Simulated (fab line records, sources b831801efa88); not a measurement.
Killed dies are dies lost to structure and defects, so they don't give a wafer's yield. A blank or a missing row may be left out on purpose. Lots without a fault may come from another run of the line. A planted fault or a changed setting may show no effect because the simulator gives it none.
fab line records | flow gf180mcu
record lots=5 wafers=14 last_day=33
route steps=602 shown M5@532 V5@540 TOP_METAL@567 PASSIVATION@602
lots that met no fault: from a run of the same line without faults
start_h: hours from the record's first day to the start of the lot's first wafer shown | wait_h: hours since the lot's step before | " the same as in the row above | L1.1+2: a row that stands for several wafers | - no value, or no start given | * or withheld: withheld | < > ~ a bound
route shown NAME@n: a module of which the file shows steps, and the number in the route of the first | usual: mean/standard deviation of fault-free wafers | same: alike in all rows | chamber/n: place in a boat | sites: the reading at each site | _std_site: their standard deviation | _edge_site: outer sites' mean less inner sites' | radius_mm: how far each site lies from the wafer's centre | mask NAME#n: copy n | behind: the tool/chamber that last shaped the wafer | hold: why the lot was held/for how many hours/how that ended | device: the transistor (n, p or np) that didn't switch | end of line: the same wafers' tests at the end of the route | a step without rows: its recipe alone | killed: dies lost to structure and defects at the first sort, not the wafer's yield | map: a wafer's dies, x killed, . not, _ none there
set.NAME: the setting as run; set.NAME@STEP: as run at that earlier step | model.NAME: the simulator's own value behind a step, which no gauge read
lots at some steps of the route; a table a step, a row a wafer
services: from which hour (start_h, from the record's first day; less than 0 if before it) a tool's chamber was out of use, for how many hours, and why
## steps
# step GF_M5_DEVELOP_06
# recipe develop_time_s=60 dev_temp_c=21
# step GF_M5_ETCH_09
# recipe chemistry=CF4/O2 target=Si3N4 target_depth_nm=52 source_w=800 bias_w=150 pressure_mtorr=150 cf4_flow_sccm=80 O2_flow_sccm=10 time_s=11.6
# step GF_M5_METAL_ETCH_10
# recipe chemistry=Cl2/BCl3 mask_material=KrF target_depth_nm=750.8 stop_on=SiO2 pressure_mtorr=8 icp_w=800 bias_w=140 Cl2_flow_sccm=80 bcl3_flow_sccm=40 time_s=125.1
# step GF_M5_STRIP_11
# recipe chemistry=O2/N2 power_w=1400 pressure_mtorr=1500 platen_temp_c=250 o2_flow_sccm=3000 n2_flow_sccm=300 overash_fraction=0.5
# step GF_M5_STRIP_12
# recipe chemistry=post_etch_residue_remover time_s=1200 temp_c=72.5
# step GF_M5_CLEAN_13
# recipe chemistry=DIW dry=n2_spin
# step GF_V5_CVD_00
# recipe material=SiO2 target_thk_nm=300 sigma_open_frac=0.3 temp_c=400 time_s=50 sih4_flow_sccm=60 pressure_mtorr=6
# step GF_V5_CVD_02
# recipe material=SiO2 target_thk_nm=1450 precursor=TEOS temp_c=400 time_s=163.28 rf_w=600
# step GF_V5_CMP_04
# recipe material=SiO2 down_force_psi=4 platen_rpm=60 pad_velocity_m_s=0.94248
# usual motor_current_A=12.4/1.1
# columns lot.wafer tool chamber start_h wait_h motor_current_A model.SiO2_of_V5_CVD_02.thk_nm
L584.3 cmp-02 3 608.48 0.0 13.1 857.6
L584.4 " 2 " " 11.1 855.4
L584.5 " 3 " " 12.4 857.3
L588.2 cmp-02 2 644.14 0.3 11.3 853.3
L588.3 " 0 " " 13.3 1058
L588.5 " 3 " " 12.6 854.5
L589.2 cmp-02 1 649.82 0.0 11.2 854.5
L589.4 " 0 " " 14.1 1064
L589.5 " 2 " " 10.9 853.2
L590.1 cmp-02 1 661.33 0.1 11.6 855.3
L590.4 " 0 " " 13.8 1066
L603.3 cmp-02 1 746.44 0.2 11.8 855.5
L603.4 " 3 " " 13.1 856.5
L603.6 " 2 " " 11.4 854.9
# step GF_V5_DEHYDRATE_06
# recipe temp_c=200 time_s=60
# step GF_V5_HMDS_07
# recipe prime_time_s=60 prime_temp_c=120
# step GF_V5_COAT_08
# recipe resist=BARC temp_c=withheld time_s=withheld spin_rpm=withheld resist_thk_nm=withheld
# step GF_V5_COAT_09
# recipe resist=KrF spin_rpm=withheld resist_thk_nm=1000
# step GF_V5_SOFTBAKE_10
# recipe temp_c=130 time_s=60 resist=KrF
# step GF_V5_EXPOSE_11
# recipe mask_id=Via5 target_cd_nm=260 na=0.68 source_shape=conventional sigma_outer=0.6 dose_mj=38
# step GF_V5_PEB_12
# recipe peb_temp_c=135 peb_time_s=90 resist=KrF
# step GF_V5_DEVELOP_13
# recipe develop_time_s=60 resist=KrF dev_temp_c=21
# step GF_V5_ETCH_16
# recipe chemistry=N2/H2 target_depth_a=withheld overetch_a=withheld time_s=withheld target=BARC ion_energy_ev=200 source_w=500 bias_w=100 pressure_mtorr=30 n2_flow_sccm=100 h2_flow_sccm=200
# step GF_V5_ETCH_17
# recipe chemistry=C4F8/O2/Ar mask_material=KrF target=SiO2 stop_on=TiN source_w=1500 bias_w=1200 pressure_mtorr=40 c4f8_flow_sccm=withheld O2_flow_sccm=6 Ar_flow_sccm=300 time_s=withheld target_depth_a=8550
# usual oes_product_au=0.860/0.0047
# columns lot.wafer tool chamber start_h wait_h oes_product_au model.etch.depth_nm model.V5.feature_depth_nm
L584.3 rie_diel-03 3 - - 0.859 857.6 857.6
L584.4 " 1 " " 0.855 855.4 855.4
L584.5 " 3 " " 0.869 857.3 857.3
L588.2 rie_diel-04 1 - - 0.861 853.3 853.3
L588.3 " 2 " " 0.974 1058 1058
L588.5 " 2 " " 0.864 854.5 854.5
L589.2 rie_diel-01 2 - - 0.856 854.5 854.5
L589.4 " 3 " " 0.970 1064 1064
L589.5 " 1 " " 0.858 853.2 853.2
L590.1 rie_diel-03 3 - - 0.861 855.3 855.3
L590.4 " 3 " " 0.976 1066 1066
L603.3 rie_diel-04 0 - - 0.853 855.5 855.5
L603.4 " 1 " " 0.854 856.5 856.5
L603.6 " 2 " " 0.861 854.9 854.9
# step GF_V5_STRIP_18
# recipe chemistry=O2/N2 power_w=1400 pressure_mtorr=1500 platen_temp_c=250 o2_flow_sccm=3000 n2_flow_sccm=300 overash_fraction=0.5
# step GF_V5_STRIP_19
# recipe chemistry=post_etch_residue_remover time_s=1200 temp_c=72.5
# step GF_V5_CLEAN_20
# recipe chemistry=DIW dry=n2_spin
# step GF_V5_SPUTTER_21
# recipe material=Ti target_thk_nm=15 chamber_pressure_pa=5 power_w=2500 substrate_temp_c=200 time_s=80.02
# step GF_V5_SPUTTER_22
# recipe material=TiN target_thk_nm=10 chamber_pressure_pa=5 power_w=4000 time_s=40
# step GF_V5_CVD_23
# recipe material=W target_thk_nm=350 time_s=104.9 temp_c=400 pressure_torr=40
# step GF_V5_CMP_26
# recipe stop_on=SiO2 down_force_psi=3.5 platen_rpm=60 t_overpolish_s=15 target_thk_nm=0 pad_velocity_m_s=0.94248
# usual motor_current_A=11.4/1.1
# columns lot.wafer tool chamber start_h wait_h motor_current_A model.SiO2_of_V5_CVD_02.thk_nm
L584.3 cmp-02 3 631.35 0.0 10.9 853.8
L584.4 " 2 " " 9.8 851.7
L584.5 " 3 " " 11.4 853.5
L588.3 cmp-02 0 665.16 0.0 12.8 1054
L588.2 " 1 " " 10.5 849.5
L588.5 " 1 " " 10.0 850.7
L589.4 cmp-02 3 671.27 0.1 11.3 1060
L589.2 " 0 " " 13.1 850.7
L589.5 " 2 " " 10.3 849.4
L590.1 cmp-02 3 682.15 0.1 10.4 851.5
L590.4 " 0 " " 12.9 1062
L603.4 cmp-02 0 764.93 0.0 12.0 852.8
L603.3 " 1 " " 10.4 851.7
L603.6 " 0 " " 12.9 851.1
# step GF_TOP_METAL_SPUTTER_00
# recipe material=Ti target_thk_nm=37.5 arriving_ion_energy_ev=80 substrate_temp_c=200 chamber_pressure_pa=2 power_w=4000 time_s=150
# step GF_PASSIVATION_PROBE_99
# columns lot.wafer tool chamber start_h wait_h model.etest.tester.sort_n_pass model.etest.tester.sort_bin_5_pct model.etest.tester.sort_yield_pct model.etest.via5_chain.rc_ohm model.etest.tester.sort_bin_8_pct
L584.3 prober-02 - 673.34 0.2 444 6.707 90.24 6.912 0
L584.4 prober-02 - 673.39 0.2 447 4.675 90.85 6.662 0
L584.5 prober-02 - 673.44 0.2 441 6.301 89.63 6.778 0
L588.2 prober-02 - 706.99 0.1 444 4.675 90.24 6.673 0
L588.3 prober-02 - 707.04 0.2 408 13.21 82.93 9.045 1.237e-06
L588.5 prober-02 - 707.14 0.2 446 5.894 90.65 6.916 0
L589.2 prober-01 - 712.74 0.1 452 3.862 91.87 6.827 0
L589.4 prober-01 - 712.84 0.2 438 8.333 89.02 8.787 0
L589.5 prober-01 - 712.89 0.2 455 4.675 92.48 7.137 0
L590.1+4 prober-02 - 722.79 0.1 - - - - -
L603.3 prober-01 - 800.15 0.2 450 4.472 91.46 6.747 0
L603.4 prober-01 - 800.20 0.2 455 4.675 92.48 6.617 0
L603.6 prober-01 - 800.30 0.2 454 3.252 92.28 6.581 0
# killed by level:class
L584.3 V2:geometric_particle:open=8 V4:geometric_particle:open=5 M2:geometric_particle:short=4 V3:geometric_particle:open=4 CONTACT:geometric_particle:short=3 V5:geometric_particle:short=3 STI:geometric_particle:open=2 CONTACT:geometric_particle:open=2
L584.4 V2:geometric_particle:open=5 V5:geometric_particle:open=5 CONTACT:geometric_particle:open=4 V4:geometric_particle:open=4 V3:geometric_particle:open=3 STI:geometric_particle:short=2 CONTACT:geometric_particle:short=2 V1:geometric_particle:open=2
L584.5 V2:geometric_particle:open=6 CONTACT:geometric_particle:open=5 V3:geometric_particle:open=5 V2:geometric_particle:short=4 V4:geometric_particle:open=4 STI:geometric_particle:short=3 M1:geometric_particle:short=3 V5:geometric_particle:open=3
L588.2 V5:geometric_particle:open=8 V4:geometric_particle:open=6 V2:geometric_particle:open=5 V3:geometric_particle:open=4 STI:geometric_particle:short=3 CONTACT:geometric_particle:short=3 V4:geometric_particle:short=3 STI:geometric_particle:open=2
L588.3 V5:area_cmp=11 V4:geometric_particle:open=7 CONTACT:geometric_particle:open=6 CONTACT:geometric_particle:short=4 STI:geometric_particle:short=3 V1:geometric_particle:short=3 V2:geometric_particle:open=3 V5:geometric_particle:open=3
L588.5 V1:geometric_particle:open=7 M1:geometric_particle:short=4 V4:geometric_particle:open=4 V5:geometric_particle:open=4 STI:geometric_particle:short=3 V5:geometric_particle:short=3 CONTACT:geometric_particle:short=2 CONTACT:geometric_particle:open=2
L589.2 V1:geometric_particle:open=6 CONTACT:geometric_particle:open=5 V5:geometric_particle:open=5 M4:geometric_particle:short=4 V2:geometric_particle:open=3 V3:geometric_particle:short=3 V4:geometric_particle:open=3 STI:geometric_particle:short=2
L589.4 V5:area_cmp=18 V1:geometric_particle:open=4 V3:geometric_particle:open=3 V4:geometric_particle:open=3 V4:geometric_particle:short=3 STI:geometric_particle:short=2 CONTACT:geometric_particle:open=2 CONTACT:geometric_particle:short=2
L589.5 V5:geometric_particle:open=7 CONTACT:geometric_particle:open=4 CONTACT:geometric_particle:short=3 V1:geometric_particle:open=3 V2:geometric_particle:open=3 V3:geometric_particle:short=3 V3:geometric_particle:open=2 POLY_GATE:geometric_particle:open=1
L603.3 V5:geometric_particle:open=4 STI:geometric_particle:short=4 V1:geometric_particle:open=4 CONTACT:geometric_particle:open=3 V2:geometric_particle:open=3 V3:geometric_particle:open=3 V4:geometric_particle:open=3 V1:geometric_particle:short=2
L603.4 STI:geometric_particle:open=4 STI:geometric_particle:short=3 V3:geometric_particle:short=3 V3:geometric_particle:open=3 M1:geometric_particle:short=2 M1:geometric_particle:open=2 V1:geometric_particle:open=2 TOP_METAL:geometric_particle:short=2
L603.6 V4:geometric_particle:open=6 CONTACT:geometric_particle:open=4 V2:geometric_particle:short=3 M3:geometric_particle:short=3 STI:geometric_particle:open=2 V1:geometric_particle:short=2 V1:geometric_particle:open=2 V2:geometric_particle:open=2
# map L588.3 (x killed, . not)
__________..x.....x._________
________.............._______
______.......xx........._____
_____....................____
____......................___
___x......x.x.....x........__
__..x............x.........._
_x.................x....x....
_............xx..............
_.x..xxx......x.....x........
_xx..x..x......x.x...........
_.....x...xx..xx.............
_.....x.............x.x.x...x
_.........xx...x.........xxx.
_.....x....x........xxx......
__.........................._
___.....x..................__
____x.x.........x..x......___
_____....x.....x........x____
______x..............x.._____
________.x.......x...._______
__________......x..._________
# map L589.4 (x killed, . not)
__________......x..._________
________............x._______
______.................._____
_____........x...........____
____......xx..........x...___
___....x...................__
__..........x...x.x........._
_.......xx...x...xx..........
_..x............xxx.......x..
_.x.x..x........xx...........
_..........xxxx.xx...........
_.................x.x........
_.....x........x...x........x
_............................
_.x..x...........x...........
__....x.......xx............_
___....xx..................__
____.....x...x.x..........___
_____.x..x...........x...____
______..........x......._____
________.............._______
__________..x.....x._________
## services
# columns tool chamber start_h hours kind
cmp-02 - 609.38 5.9 repair
rie_diel-03 1 658.32 - clean
rie_diel-03 1 658.32 23.0 scheduled_down
rie_diel-03 1 658.32 23.0 vent_cycle
rie_diel-01 0 662.08 - clean
rie_diel-01 0 662.08 13.2 scheduled_down
rie_diel-01 0 662.08 13.2 vent_cycle
rie_diel-03 2 681.29 - clean
rie_diel-03 2 681.29 15.6 scheduled_down
rie_diel-03 2 681.29 15.6 vent_cycle
rie_diel-01 2 683.64 5.0 repair
rie_diel-04 1 695.66 7.5 repair
cmp-02 - 701.32 1.4 repair
rie_diel-01 - 703.21 2.3 repair
rie_diel-03 1 710.50 29.3 repair
cmp-02 - 720.36 3.2 repair
rie_diel-04 3 723.42 3.8 repair
## key
first_sign step=GF_V5_ETCH_17 reading=oes_product_au direction=up sigmas=24 usual=0.860 struck=0.974
effect none on later readings
model_effect step=GF_V5_CMP_04 value=SiO2_of_V5_CVD_02.thk_nm without=855.3 struck=1063
model_effect step=GF_V5_ETCH_17 value=etch.depth_nm without=855.3 struck=1063
model_effect step=GF_V5_CMP_26 value=SiO2_of_V5_CVD_02.thk_nm without=851.5 struck=1059
model_effect step=GF_PASSIVATION_PROBE_99 value=etest.tester.sort_n_pass without=449 struck=423
met_at GF_V5_CMP_04
struck_wafers L588.3,L589.4,L590.4
sort_left_out L590.4
onset_between 608.48 644.14
fault kind=process_parameter_drift tool=cmp-02 chamber=- onset_h=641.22 steps=GF_V5_CMP_04 channel=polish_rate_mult offset=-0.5 shape=step end_h=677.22 scope=struck_wafers_only
# sort_left_out: the simulated sort isn't trusted on such a fault, so these wafers' sort isn't shown, and their yield isn't known
